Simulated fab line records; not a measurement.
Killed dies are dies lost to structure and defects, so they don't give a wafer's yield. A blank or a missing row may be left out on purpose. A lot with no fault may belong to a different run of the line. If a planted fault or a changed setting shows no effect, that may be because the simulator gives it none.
Matching of chambers :: flow sky130 :: 4 sister chambers for SKY_VIA4_CMP_02 on cmp-01
The step polishes SiO2. 16 wafers are shown with their chamber, then 8 later ones without.

## WAFERS PAIRED WITH THEIR CHAMBERS
wafer: L591.2
chamber: 2
motor current A (A): 13.1

wafer: L591.4
chamber: 1
motor current A (A): 13.0

wafer: L591.6
chamber: 0
motor current A (A): 11.3

wafer: L594.1
chamber: 1
motor current A (A): 13.3

wafer: L594.2
chamber: 0
motor current A (A): 11.7

wafer: L594.6
chamber: 1
motor current A (A): 12.9

wafer: L595.2
chamber: 2
motor current A (A): 12.6

wafer: L595.3
chamber: 3
motor current A (A): 13.2

wafer: L595.5
chamber: 1
motor current A (A): 12.9

wafer: L605.3
chamber: 2
motor current A (A): 13.3

wafer: L605.4
chamber: 1
motor current A (A): 12.7

wafer: L605.6
chamber: 2
motor current A (A): 12.6

wafer: L607.2
chamber: 0
motor current A (A): 12.4

wafer: L607.3
chamber: 2
motor current A (A): 13.2

wafer: L607.4
chamber: 3
motor current A (A): 12.6

wafer: L608.1
chamber: 3
motor current A (A): 13.0

SIGNATURES (means of the wafers above)
reading: motor current A
chamber 0: 11.800
chamber 1: 12.960
chamber 2: 12.960
chamber 3: 12.933
scatter within a chamber: 0.348
Rule: for each reading, subtract the chamber's mean from the wafer's reading, divide by that reading's scatter and square the result; add these up over the readings and take the root, which gives the wafer's distance from the chamber. The wafer belongs to the nearest chamber; if the next one is less than 2 further off, it can't be placed. The scatter: the root of (the sum of the squares of (reading less its chamber's mean) over the shown wafers, divided by (wafers less chambers)).

## WAFERS WHOSE CHAMBER IS MISSING
wafer: L608.5
motor current A (A): 13.4

wafer: L608.6
motor current A (A): 12.7

wafer: L609.2
motor current A (A): 13.9

wafer: L609.3
motor current A (A): 13.3

wafer: L609.5
motor current A (A): 13.4

wafer: L612.2
motor current A (A): 11.9

wafer: L612.4
motor current A (A): 13.5

wafer: L612.5
motor current A (A): 12.0

## WHICH CHAMBER EACH ONE RAN IN
wafer: L608.5
from the rows above: can't be placed: 1 or 2 or 3
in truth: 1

wafer: L608.6
from the rows above: can't be placed: 3 or 2 or 1 or 0
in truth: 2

wafer: L609.2
from the rows above: can't be placed: 1 or 2 or 3
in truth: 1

wafer: L609.3
from the rows above: can't be placed: 1 or 2 or 3
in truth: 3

wafer: L609.5
from the rows above: can't be placed: 1 or 2 or 3
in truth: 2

wafer: L612.2
from the rows above: 0
in truth: 0

wafer: L612.4
from the rows above: can't be placed: 1 or 2 or 3
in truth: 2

wafer: L612.5
from the rows above: 0
in truth: 0
Placed correctly: 2 of 8. Can't be placed from these rows: 6 (the true chamber is among the candidates in 6). 0 placed wrongly.
